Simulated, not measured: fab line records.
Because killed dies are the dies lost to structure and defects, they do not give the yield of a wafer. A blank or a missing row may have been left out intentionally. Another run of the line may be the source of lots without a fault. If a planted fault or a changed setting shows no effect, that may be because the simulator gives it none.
The same fault as seen by 2 desks || flow gf180mcu || every desk sees just its own numbers, and what lay behind them comes last

== DESK OF THE TOOL OWNER: pvd-sputter-02 ==
The tool's own readings at GF_M4_SPUTTER_00 (material Ti, target thk 37.5 nm, time 150 s): means of the sampled wafers that have a number, for each lot that ran on this tool. A lot is out of limits, marked OUT, if its mean lies more than 4 standard deviations from the usual mean; the brackets give that distance.
Columns: A = throttle-valve-pct at GF_M4_SPUTTER_00, usual 30.2 %
{"lot": "L233", "first seen here": "day 22 13:51", "A": 29.6}
{"lot": "L234", "first seen here": "day 23 01:47", "A": 31.1}
{"lot": "L241", "first seen here": "day 25 07:31", "A": 31.6}
{"lot": "L247", "first seen here": "day 27 06:16", "A": 31.1}
{"lot": "L250", "first seen here": "day 28 02:36", "A": 31.1}
This desk found nothing out of limits on any of the 5 lots.

== FROM THE METROLOGY DESK ==
Means of the sampled wafers that have a number, per lot and without regard to the tool the lot ran on: this is what the gauges read. A lot is out of limits, marked OUT, if its mean lies more than 4 standard deviations from the usual mean; the brackets give that distance.
Columns: A = V5_W_RS at GF_V5_RS_MEAS_24, usual 0.328 ohm/sq; B = TOP_METAL_OVL at GF_TOP_METAL_OVL_MEAS_15, usual 0.4 nm
{"lot": "L233", "first seen here": "day 27 07:14", "A": 0.332, "B": 0.5}
{"lot": "L234", "first seen here": "day 27 18:52", "A": 0.331, "B": 0.9}
{"lot": "L235", "first seen here": "day 28 03:43", "A": 0.327, "B": 0.8}
{"lot": "L237", "first seen here": "day 28 11:01", "A": 0.327, "B": 1.4}
{"lot": "L238", "first seen here": "day 28 19:16", "A": 0.329, "B": -0.4}
{"lot": "L240", "first seen here": "day 29 11:49", "A": 0.327, "B": -0.8}
{"lot": "L241", "first seen here": "day 29 18:22", "A": 0.331, "B": 1.2}
{"lot": "L242", "first seen here": "day 30 04:20", "A": 0.328, "B": -1.3}
{"lot": "L245", "first seen here": "day 31 02:34", "A": 0.329, "B": -0.8}
{"lot": "L247", "first seen here": "day 31 10:34", "A": 0.331, "B": -0.6}
{"lot": "L250", "first seen here": "day 32 03:52", "A": 0.329, "B": 1.0}
{"lot": "L253", "first seen here": "day 33 00:55", "A": 0.328, "B": 2.5}
{"lot": "L255", "first seen here": "day 33 10:58", "A": 0.325, "B": -0.3}
This desk found nothing out of limits on any of the 13 lots.

== ALL TOGETHER ==
The desk of the tool owner found nothing out of limits.
At the metrology desk, nothing out of limits was observed.

== WHAT THE SIMULATOR HAD INSERTED ==
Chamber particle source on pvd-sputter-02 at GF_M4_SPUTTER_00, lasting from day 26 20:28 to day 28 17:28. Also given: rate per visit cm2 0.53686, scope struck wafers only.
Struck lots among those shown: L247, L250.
